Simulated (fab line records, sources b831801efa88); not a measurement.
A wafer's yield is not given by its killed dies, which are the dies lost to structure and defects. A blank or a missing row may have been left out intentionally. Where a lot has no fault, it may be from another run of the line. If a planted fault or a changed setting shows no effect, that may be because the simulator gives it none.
fab line records -- flow sky130
[record] lots = 4, wafers = 12, last-day = 51
route steps=708 shown VIA2@527 METAL3@532 CAPM@537 PAD_OPEN@708
lots that met no fault: taken from a fault-free run of the same line
start-h: hours from the record's opening day to when the first of the lot's shown wafers began -- wait-h: hours since the lot's step before -- " as in the row above -- L1.1+2: several wafers, shown together as one row -- - no value, or no start given -- * or withheld: withheld -- < > ~ a bound
route shown NAME@n: NAME is a module with steps in the file, n the number in the route of the first one -- usual: average and standard deviation across the fault-free wafers -- same: alike in all rows -- chamber/n: place in a boat -- sites: each site's reading -- _std_site: standard deviation across them -- _edge_site: the outer-site mean with the inner-site mean subtracted -- radius-mm: for every site, how far away it sits from the centre of the wafer -- mask NAME#n: copy n -- behind: the last tool/chamber to shape the wafer -- hold: why the lot was held/for how many hours/how that ended -- device: the transistor (n, p or np) that didn't switch -- end of line: the route-end tests of the same wafers -- where a step has no rows: the recipe by itself -- killed: at the first sort, the dies lost to defects and structure; wafer yield is something else -- map: dies across one wafer; x = killed, . = not, _ = none there
set.NAME: the setting as run; set.NAME@STEP: as run at that earlier step -- model.NAME: the simulator's own value behind a step, which no gauge read
a table for each step, a row for each wafer; lots at some steps of the route
services: the hour from which a tool's chamber was out of use, counted from the record's first day as start-h (under 0 if before that day), plus the number of hours and why
[[steps]]
[step SKY_VIA2_SPUTTER_20]
[recipe] material = TiN, target-thk-nm = 20, chamber-pressure-pa = 5, power-w = 4000, time-s = 80
[step SKY_VIA2_CVD_21]
[recipe] material = W, target-thk-nm = 420, time-s = 126.4, temp-c = 400, pressure-torr = 40
[step SKY_VIA2_CMP_24]
[recipe] stop-on = SiO2, t-overpolish-s = 20, down-force-psi = 3.5, platen-rpm = 60, target-thk-nm = 0, pad-velocity-m-s = 0.94248
[step SKY_METAL3_SPUTTER_00]
[recipe] material = Ti, target-thk-nm = 15, power-w = 3000, time-s = 10, chamber-pressure-pa = 0.4
[step SKY_METAL3_SPUTTER_01]
[recipe] material = TiN, target-thk-nm = 20, power-w = 6500, time-s = 16.7, chamber-pressure-pa = 0.4
[step SKY_METAL3_SPUTTER_02]
[recipe] material = AlCu, target-thk-nm = 735, power-w = 10600, time-s = 39.1, chamber-pressure-pa = 0.4
[step SKY_METAL3_SPUTTER_03]
[recipe] material = Ti, target-thk-nm = 5, power-w = 3000, time-s = 3.3, chamber-pressure-pa = 0.4
[step SKY_METAL3_SPUTTER_04]
[recipe] material = TiN, target-thk-nm = 70, power-w = 6500, time-s = 58.3, chamber-pressure-pa = 0.4
[step SKY_CAPM_CVD_00]
[recipe] material = SiO2, target-thk-nm = 15.5, temp-c = 400, time-s = withheld, rf-w = 450
[step SKY_CAPM_SPUTTER_02]
[recipe] material = TiN, target-thk-nm = 200, temp-c = 300, power-w = 6500, time-s = 171.6, chamber-pressure-pa = 0.4
[usual] cathode-dc-power-W = 6499.8/1.2, throttle-valve-pct = 30.4/0.94
lot.wafer,tool,chamber,start-h,wait-h,cathode-dc-power-W,throttle-valve-pct,model.TiN_of_CAPM_SPUTTER_02.thk-nm
L411.1,pvd-sputter-04,-,946.94,0.1,6500.6,30.4,208.3
L411.4,pvd-sputter-04,-,946.94,0.1,6499.9,31.2,211.2
L411.6,pvd-sputter-04,-,946.94,0.1,6498.4,31.0,208.2
L413.1,pvd-sputter-04,-,957.22,0.1,6272.1,30.6,199.5
L413.3,pvd-sputter-04,-,957.22,0.1,6270.3,31.1,200.1
L413.5,pvd-sputter-04,-,957.22,0.1,6268.8,30.4,201.2
L414.3,pvd-sputter-04,-,967.17,0.0,6270.8,31.1,200.2
L414.4,pvd-sputter-04,-,967.17,0.0,6267.8,30.9,199.7
L414.6,pvd-sputter-04,-,967.17,0.0,6270.3,30.8,203.5
L427.4,pvd-sputter-04,-,1044.15,0.0,6501.8,30.5,209.8
L427.5,pvd-sputter-04,-,1044.15,0.0,6500.6,30.4,210.2
L427.6,pvd-sputter-04,-,1044.15,0.0,6500.3,30.8,210.1
[step SKY_CAPM_DEHYDRATE_05]
[recipe] temp-c = 200, time-s = 60
[step SKY_CAPM_HMDS_06]
[recipe] prime-time-s = 60, prime-temp-c = 120
[step SKY_CAPM_COAT_07]
[recipe] resist = NOVOLAK, spin-rpm = 3000, resist-thk-nm = 1140
[step SKY_CAPM_SOFTBAKE_08]
[recipe] temp-c = 90, time-s = 60, resist = NOVOLAK
[step SKY_CAPM_EXPOSE_09]
[recipe] mask-id = CAPM, na = 0.6, source-shape = conventional, sigma-outer = 0.6, polarization = unpolarized, target-cd-nm = 1000, dose-mj = 162.3
[step SKY_CAPM_PEB_10]
[recipe] temp-c = withheld, time-s = *, resist = NOVOLAK
[step SKY_CAPM_DEVELOP_11]
[recipe] resist = NOVOLAK, developer = TMAH, develop-time-s = 60, dev-temp-c = 23
[step SKY_CAPM_METAL_ETCH_13]
[recipe] target-depth-nm = 220, stop-on = SiO2, chemistry = Cl2/BCl3, target = TiN, pressure-mtorr = 10, icp-w = 900, bias-w = 48.5, Cl2_flow_sccm = 60, bcl3-flow-sccm = 30, time-s = 62.9
[usual] drypump-motor-current-A = 5.7/0.49, oes-product-au = 0.958/0.0087, throttle-valve-pct = 21.892/0.0094
lot.wafer,tool,chamber,start-h,wait-h,drypump-motor-current-A,oes-product-au,rf-hours-counter-h,throttle-valve-pct,model.etch.depth-nm,model.CAPM.feature-depth-nm
L411.1,rie-metal-02,1,971.97,0.0,6.3,0.965,12,21.900,208.3,208.3
L411.4,rie-metal-02,1,971.97,0.0,6.3,0.964,-,21.888,211.2,211.2
L411.6,rie-metal-02,0,971.97,0.0,5.4,0.960,-,21.896,208.2,208.2
L413.1,rie-metal-01,1,982.89,0.0,5.1,0.937,21,21.887,199.5,199.5
L413.3,rie-metal-01,0,982.89,0.0,5.8,0.945,-,21.886,200.1,200.1
L413.5,rie-metal-01,1,982.89,0.0,5.1,0.952,-,21.900,201.2,201.2
L414.3,rie-metal-01,1,992.00,0.0,5.1,0.950,-,21.897,200.2,200.2
L414.4,rie-metal-01,0,992.00,0.0,5.8,0.941,-,21.906,199.7,199.7
L414.6,rie-metal-01,0,992.00,0.0,5.8,0.952,-,21.895,203.5,203.5
L427.4,rie-metal-02,0,1067.05,0.0,5.4,0.973,-,21.891,209.8,209.8
L427.5,rie-metal-02,1,1067.05,0.0,6.3,0.966,-,21.886,210.2,210.2
L427.6,rie-metal-02,0,1067.05,0.0,5.4,0.978,-,21.884,210.1,210.1
[step SKY_CAPM_STRIP_14]
[recipe] chemistry = O2/N2, power-w = 1400, pressure-mtorr = 1500, platen-temp-c = withheld, o2-flow-sccm = 3000, n2-flow-sccm = 300, overash-fraction = 0.5
[step SKY_CAPM_STRIP_15]
[recipe] chemistry = post-etch-residue-remover, time-s = 1200, temp-c = 72.5
[step SKY_CAPM_CLEAN_16]
[recipe] chemistry = IPA, time-s = 180, temp-c = 25
[step SKY_CAPM_CLEAN_17]
[recipe] chemistry = O3/DIW, dry = n2-spin
[step SKY_METAL3_DEHYDRATE_05]
[recipe] temp-c = 200, time-s = 60
[step SKY_METAL3_HMDS_06]
[recipe] prime-time-s = 60, prime-temp-c = 120
[step SKY_METAL3_COAT_07]
[recipe] resist = BARC, temp-c = withheld, time-s = withheld, spin-rpm = 3000, resist-thk-nm = 60
[step SKY_METAL3_COAT_08]
[recipe] resist = KrF-thick, spin-rpm = 3000, resist-thk-nm = 1140
[step SKY_METAL3_SOFTBAKE_09]
[recipe] temp-c = 100, time-s = 90, resist = KrF-thick
[step SKY_METAL3_EXPOSE_10]
[recipe] mask-id = MM3, na = 0.68, source-shape = annular, sigma-inner = 0.4, sigma-outer = 0.8, target-cd-nm = 300, dose-mj = 28
[step SKY_METAL3_PEB_11]
[recipe] peb-temp-c = withheld, peb-time-s = withheld, resist = KrF-thick
[step SKY_METAL3_DEVELOP_12]
[recipe] develop-time-s = 60, resist = KrF-thick, dev-temp-c = 21
[step SKY_METAL3_DESCUM_15]
[recipe] chemistry = O2, source-power-w = 150, bias-power-w = 0, pressure-mtorr = 10, temp-c = 40, time-s = 8
[step SKY_METAL3_ETCH_16]
[recipe] chemistry = N2/H2, target = BARC, ion-energy-ev = 200, bias-w = 100, pressure-mtorr = 30, n2-flow-sccm = 100, h2-flow-sccm = 200, icp-w = 500, stop-on = SiO2, time-s = 88.2, target-depth-a = 600
[step SKY_METAL3_ETCH_17]
[recipe] target = SiO2, stop-on = TiN, chemistry = C4F8/O2/Ar, source-w = 1500, bias-w = 1200, pressure-mtorr = 40, c4f8-flow-sccm = withheld, O2_flow_sccm = 6, Ar_flow_sccm = 300, time-s = 3.9, target-depth-a = 150
[step SKY_METAL3_METAL_ETCH_18]
[recipe] target-depth-a = 8450, stop-on = SiO2, over-etch-frac = 0.3, time-s = 183.1, chemistry = Cl2/BCl3, resist-sidewall-deg = 88, pressure-mtorr = 10, icp-w = 900, bias-w = 48.5, Cl2_flow_sccm = 60, bcl3-flow-sccm = 30
[step SKY_METAL3_STRIP_20]
[recipe] chemistry = post-etch-residue-remover, time-s = 1200, temp-c = 72.5
lot.wafer,tool,chamber,start-h,wait-h,model.TiN_of_CAPM_SPUTTER_02.thk-nm
L411.1,wet-bench-02,3,998.39,0.1,207.5
L411.4,wet-bench-02,3,998.39,0.1,210.4
L411.6,wet-bench-02,3,998.39,0.1,207.4
L413.1,wet-bench-03,0,1009.29,0.1,198.6
L413.3,wet-bench-03,0,1009.29,0.1,199.2
L413.5,wet-bench-03,0,1009.29,0.1,200.3
L414.3,wet-bench-02,0,1017.22,0.0,199.4
L414.4,wet-bench-02,0,1017.22,0.0,198.9
L414.6,wet-bench-02,0,1017.22,0.0,202.7
L427.4,wet-bench-04,1,1090.98,0.0,208.9
L427.5,wet-bench-04,1,1090.98,0.0,209.4
L427.6,wet-bench-04,1,1090.98,0.0,209.2
[step SKY_PAD_OPEN_PROBE_99]
[usual] defect-limited-yield = 82.5/1.9, killed_at_M0_to_M3 = 43/6.4, killed_at_M4_up = 3.3/1.9, killed-at-contacts = 24/5.7, killed-at-front-end = 15/4.7, killed-at-other = 0.3/0.48, killed-dies = 86/9.2, killed-open = 47/7, killed-short = 39/6.5, sort_bin_3_pad_short = 0.8/0.38, sort_bin_5_function = 10.3/1.4, sort_bin_6_memory = 6.3/1.1, sort-n-pass = 406/9.2, sort-yield-pct = 82.5/1.9
[same] gross-dies = 492, killed-at-back-side = 0, sort_bin_4_leakage[%] = 0, sort_bin_8_speed[%] = 0
lot.wafer,tool,chamber,start-h,wait-h,defect-limited-yield[%],killed_at_M0_to_M3,killed_at_M4_up,killed-at-contacts,killed-at-front-end,killed-at-other,killed-dies,killed-open,killed-short,sort_bin_3_pad_short[%],sort_bin_5_function[%],sort_bin_6_memory[%],sort-n-pass,sort-yield-pct[%],model.etest.cap-mim.plate-ohm-sq
L411.1,prober-01,-,1163.80,0.1,80.9,53,3,24,14,0,94,56,38,0.8,11.8,6.5,398,80.9,5.797
L411.4,prober-01,-,1163.95,0.2,82.9,48,2,21,13,0,84,43,41,0.6,10.4,6.1,408,82.9,5.686
L411.6,prober-01,-,1164.05,0.2,82.5,46,1,25,13,1,86,45,40,1.6,7.5,8.3,406,82.5,5.764
L413.1,prober-01,-,1173.87,0.1,82.1,40,4,28,16,0,88,52,36,0.4,10.0,7.5,404,82.1,6.066
L413.3,prober-01,-,1173.97,0.2,83.5,38,4,20,19,0,81,45,36,1.4,10.4,4.7,411,83.5,6.029
L413.5,prober-01,-,1174.07,0.2,82.5,39,5,32,10,0,86,42,44,1.4,9.8,6.3,406,82.5,6.006
L414.3,prober-02,-,1177.92,0.2,83.9,44,4,24,6,1,79,40,39,1.2,10.6,4.3,413,83.9,5.918
L414.4,prober-02,-,1177.97,0.2,84.1,45,3,20,10,0,78,37,41,1.2,7.7,6.9,414,84.1,6.051
L414.6,prober-02,-,1178.07,0.2,83.1,35,4,22,22,0,83,43,40,0.4,9.6,6.9,409,83.1,5.853
L427.4,prober-01,-,1228.92,0.2,80.3,58,3,22,13,1,97,49,47,0.4,11.8,7.5,395,80.3,5.731
L427.5,prober-01,-,1228.97,0.2,83.5,48,4,16,13,0,81,37,44,1.0,10.2,5.3,411,83.5,5.725
L427.6,prober-01,-,1229.02,0.2,79.7,55,1,23,21,0,100,58,41,0.2,12.4,7.7,392,79.7,5.684
// killed by level:class
L411.1 VIA1:geometric-particle:open=13 LI_CONTACT:geometric-particle:open=8 VIA2:geometric-particle:open=7 CONTACT:geometric-particle:open=7 VIA1:geometric-particle:short=6 FIELD_ISO:geometric-particle:open=5 METAL1:geometric-particle:short=5 METAL2:geometric-particle:short=5
L411.4 VIA1:geometric-particle:open=12 CONTACT:geometric-particle:open=10 VIA1:geometric-particle:short=8 METAL2:geometric-particle:short=8 METAL1:geometric-particle:short=7 VIA3:geometric-particle:open=6 VIA2:geometric-particle:open=5 FIELD_ISO:geometric-particle:short=4
L411.6 CONTACT:geometric-particle:open=11 VIA2:geometric-particle:open=9 METAL2:geometric-particle:short=7 POLY_GATE:geometric-particle:short=7 VIA1:geometric-particle:open=7 METAL1:geometric-particle:short=6 CONTACT:geometric-particle:short=6 LI_CONTACT:geometric-particle:open=3
L413.1 VIA1:geometric-particle:open=13 LI_CONTACT:geometric-particle:open=10 CONTACT:geometric-particle:open=8 METAL1:geometric-particle:short=7 FIELD_ISO:geometric-particle:open=6 CONTACT:geometric-particle:short=5 VIA3:geometric-particle:open=5 VIA1:geometric-particle:short=5
L413.3 CONTACT:geometric-particle:open=9 VIA1:geometric-particle:open=9 METAL1:geometric-particle:short=8 POLY_GATE:geometric-particle:open=6 FIELD_ISO:geometric-particle:short=5 METAL2:geometric-particle:short=5 POLY_GATE:geometric-particle:short=4 CONTACT:geometric-particle:short=4
L413.5 CONTACT:geometric-particle:open=13 VIA1:geometric-particle:open=9 CONTACT:geometric-particle:short=6 LI_CONTACT:geometric-particle:short=5 LI_CONTACT:geometric-particle:open=5 METAL1:geometric-particle:short=5 VIA1:geometric-particle:short=4 METAL2:geometric-particle:short=4
L414.3 VIA1:geometric-particle:open=10 VIA2:geometric-particle:open=7 METAL1:geometric-particle:short=6 METAL2:geometric-particle:short=6 CONTACT:geometric-particle:short=6 LI_CONTACT:geometric-particle:open=6 CONTACT:geometric-particle:open=6 LOCAL_INTERCONNECT:geometric-particle:short=4
L414.4 VIA1:geometric-particle:open=11 CONTACT:geometric-particle:open=6 METAL2:geometric-particle:short=6 METAL1:geometric-particle:short=5 METAL3:geometric-particle:short=5 FIELD_ISO:geometric-particle:open=4 VIA2:geometric-particle:open=4 LI_CONTACT:geometric-particle:open=4
L414.6 VIA1:geometric-particle:open=12 CONTACT:geometric-particle:open=10 POLY_GATE:geometric-particle:short=6 METAL1:geometric-particle:short=6 FIELD_ISO:geometric-particle:open=5 VIA2:geometric-particle:open=5 FIELD_ISO:geometric-particle:short=4 POLY_GATE:geometric-particle:open=4
L427.4 VIA1:geometric-particle:open=11 LI_CONTACT:geometric-particle:open=9 VIA3:geometric-particle:open=8 VIA1:geometric-particle:short=6 VIA2:geometric-particle:short=6 METAL2:geometric-particle:short=6 VIA2:geometric-particle:open=6 VIA3:geometric-particle:short=5
L427.5 METAL2:geometric-particle:short=8 VIA1:geometric-particle:open=7 VIA3:geometric-particle:short=7 CONTACT:geometric-particle:open=6 METAL3:geometric-particle:short=6 VIA2:geometric-particle:open=5 VIA3:geometric-particle:open=5 FIELD_ISO:geometric-particle:short=4
L427.6 VIA1:geometric-particle:open=16 VIA1:geometric-particle:short=10 VIA2:geometric-particle:open=9 CONTACT:geometric-particle:short=8 POLY_GATE:geometric-particle:open=7 LI_CONTACT:geometric-particle:open=7 CONTACT:geometric-particle:open=6 METAL2:geometric-particle:short=5
[[services]]
tool,chamber,start-h,hours,kind
wet-bench-03,-,933.74,2.3,repair
pvd-sputter-04,0,958.13,-,consumable-replace:kit
pvd-sputter-04,0,958.13,18.0,scheduled-down
pvd-sputter-04,0,958.13,18.0,vent-cycle
pvd-sputter-04,-,988.61,3.7,repair
wet-bench-03,-,998.15,2.3,repair
rie-metal-01,-,1006.51,2.8,pm
wet-bench-03,-,1011.74,5.4,repair
rie-metal-01,1,1041.61,-,clean
rie-metal-01,1,1041.61,19.9,scheduled-down
rie-metal-01,1,1041.61,19.9,vent-cycle
[[key]]
[first-sign] step = SKY_CAPM_SPUTTER_02, reading = cathode-dc-power-W, direction = down, sigmas = 99+, usual = 6499.8, struck = 6270.0
effect none on later readings
[model-effect] step = SKY_CAPM_SPUTTER_02, value = TiN_of_CAPM_SPUTTER_02.thk-nm, without = 207.9, struck = 200.7
[model-effect] step = SKY_CAPM_METAL_ETCH_13, value = etch.depth-nm, without = 207.9, struck = 200.7
[model-effect] step = SKY_METAL3_STRIP_20, value = TiN_of_CAPM_SPUTTER_02.thk-nm, without = 207.1, struck = 199.8
[model-effect] step = SKY_PAD_OPEN_PROBE_99, value = etest.cap-mim.plate-ohm-sq, without = 5.778, struck = 5.987
met-at SKY_CAPM_SPUTTER_02
struck-wafers L413.1,L413.3,L413.5,L414.3,L414.4,L414.6
onset-between 946.94 957.22
[fault] kind = process-parameter-drift, tool = pvd-sputter-04, chamber = -, onset-h = 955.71, steps = SKY_CAPM_SPUTTER_02, channel = power-w, offset = *, shape = step, end-h = 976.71, acts-in = *, stated = *
